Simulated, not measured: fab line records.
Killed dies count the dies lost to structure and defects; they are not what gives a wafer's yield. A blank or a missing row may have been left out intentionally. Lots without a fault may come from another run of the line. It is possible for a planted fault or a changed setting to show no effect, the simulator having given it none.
Which tool was responsible? + flow sfq line + 14 lots, 42 wafers sampled, at 2 steps of a route of 325

WHAT EACH GAUGE READ, for each wafer
SFQ_M7_RS_MEAS_943: uses a four-point probe to measure.
| lot  | measured     | on            | M7_NB_RS (ohm/sq)                   |
|------|--------------|---------------|-------------------------------------|
| L535 | day 67 09:47 | film metro-03 | 0.886 0.892 0.878                   |
| L536 | day 71 04:51 | film metro-01 | 0.896 0.882 0.884                   |
| L537 | day 71 06:04 | film metro-03 | 0.891 0.897 0.887                   |
| L538 | day 73 04:50 | film metro-03 | 0.907 0.898 0.887                   |
| L540 | day 73 16:52 | film metro-03 | 0.886 0.890 0.881                   |
| L541 | day 73 20:26 | film metro-01 | 0.889 0.873 0.872                   |
| L542 | day 73 21:40 | film metro-03 | 0.901 0.904 0.909                   |
| L543 | day 73 22:51 | film metro-03 | 0.894 0.893 0.892                   |
| L548 | day 74 14:28 | film metro-03 | 0.906 0.911 0.908                   |
| L551 | day 75 02:05 | film metro-01 | 0.775 0.773 0.774 0.772 0.772 0.774 |
| L553 | day 75 06:38 | film metro-03 | 0.775 0.762 0.773 0.773 0.762 0.774 |
| L554 | day 75 08:28 | film metro-03 | 0.880 0.898 0.891                   |
| L555 | day 75 10:16 | film metro-01 | 0.889 0.886 0.884                   |
| L556 | day 75 10:50 | film metro-01 | 0.878 0.881 0.876                   |

WHAT TOOL EACH LOT RAN ON (gives the tool, then ch and the chambers of the sampled wafers, and finally the start)
| lot  | SFQ_TRILAYER_M7_DEP_SPUTTER_175 |
|------|---------------------------------|
| L535 | pvd sputter-03, day 67 09:42    |
| L536 | pvd sputter-05, day 71 04:46    |
| L537 | pvd sputter-03, day 71 05:58    |
| L538 | pvd sputter-04, day 73 04:45    |
| L540 | pvd sputter-04, day 73 16:45    |
| L541 | pvd sputter-04, day 73 20:21    |
| L542 | pvd sputter-05, day 73 21:33    |
| L543 | pvd sputter-04, day 73 22:46    |
| L548 | pvd sputter-05, day 74 14:21    |
| L551 | pvd sputter-05, day 75 01:59    |
| L553 | pvd sputter-05, day 75 06:33    |
| L554 | pvd sputter-03, day 75 08:21    |
| L555 | pvd sputter-03, day 75 10:09    |
| L556 | pvd sputter-04, day 75 10:45    |
- SFQ_TRILAYER_M7_DEP_SPUTTER_175: material Nb, target thk 200 nm, time 133.3 s.

AS READ BY THE TOOLS THEMSELVES (means over the sampled wafers that have a number; for cases with no such wafer, the mark the record gives instead)
SFQ_TRILAYER_M7_DEP_SPUTTER_175.
| lot  | tool           | cathode dc power W (W) | throttle valve pct (%) |
|------|----------------|------------------------|------------------------|
| L535 | pvd sputter-03 | 1999.7                 | 29.9                   |
| L536 | pvd sputter-05 | 2000.0                 | 29.1                   |
| L537 | pvd sputter-03 | 2000.4                 | 29.9                   |
| L538 | pvd sputter-04 | 1999.9                 | 30.5                   |
| L540 | pvd sputter-04 | 1999.9                 | 30.8                   |
| L541 | pvd sputter-04 | 2000.0                 | 30.9                   |
| L542 | pvd sputter-05 | 2000.2                 | 29.2                   |
| L543 | pvd sputter-04 | 2000.2                 | 30.7                   |
| L548 | pvd sputter-05 | 2000.3                 | 29.1                   |
| L551 | pvd sputter-05 | 2347.8                 | 29.1                   |
| L553 | pvd sputter-05 | 2347.8                 | 28.9                   |
| L554 | pvd sputter-03 | 2000.0                 | 29.6                   |
| L555 | pvd sputter-03 | 2000.1                 | 30.0                   |
| L556 | pvd sputter-04 | 2000.1                 | 31.2                   |

THE ANSWER, worked out from the rows above alone
Rule: what is usual is taken from the lots themselves. The widest of any qualifying gaps counts: lots, ordered by their means at a reading, are off when they make up no more than a third of the lots, leave a main group of 4 or more, and stand apart from it by 3 or more times the standard deviation of that group's means. The tables above print the reading to a certain number of digits; a main group whose means all agree to those digits is not used. A lot without any number at a reading at which 4 lots or more have one is off too. Where the step has rows for the other lots, those lots are counted as sound. After the gauges, taken in route order, come the tools' own readings; for these a lot's mean is taken, as printed above. At the first step where some lot is off, the reading lying furthest off is the one used; lots without a number count as furthest.
Off: L551, L553, at SFQ_M7_RS_MEAS_943 (M7_NB_RS). The main group has a mean of 0.890 ohm/sq with a standard deviation of 0.0089.
A tool fits if, at a process step before that reading, it ran every lot that is off, and no sound lot after the first of them. Not tried: the gauges at SFQ_M7_RS_MEAS_943; whatever is off there is also off at SFQ_TRILAYER_M7_DEP_SPUTTER_175, on other tools, and gauge error can't account for it. One candidate fits, namely pvd sputter-05 at SFQ_TRILAYER_M7_DEP_SPUTTER_175. Its last sound lot is L548 (day 74 14:21), its first lot that is off L551 (day 75 01:59): a fault that began between those two fits.
On the lots that are off, the tool's own readings at SFQ_TRILAYER_M7_DEP_SPUTTER_175 differ by more than 5 times the standard deviation of the sound lots' means, which bears it out; cathode dc power W reads 2347.8 W there versus 2000.1 W on the sound lots.

WHAT THE SIMULATOR PUT IN
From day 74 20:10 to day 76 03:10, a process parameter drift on pvd sputter-05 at SFQ_TRILAYER_M7_DEP_SPUTTER_175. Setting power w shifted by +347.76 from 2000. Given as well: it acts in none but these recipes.
Lots struck among those shown: L551, L553. The rule above reached the same finding.
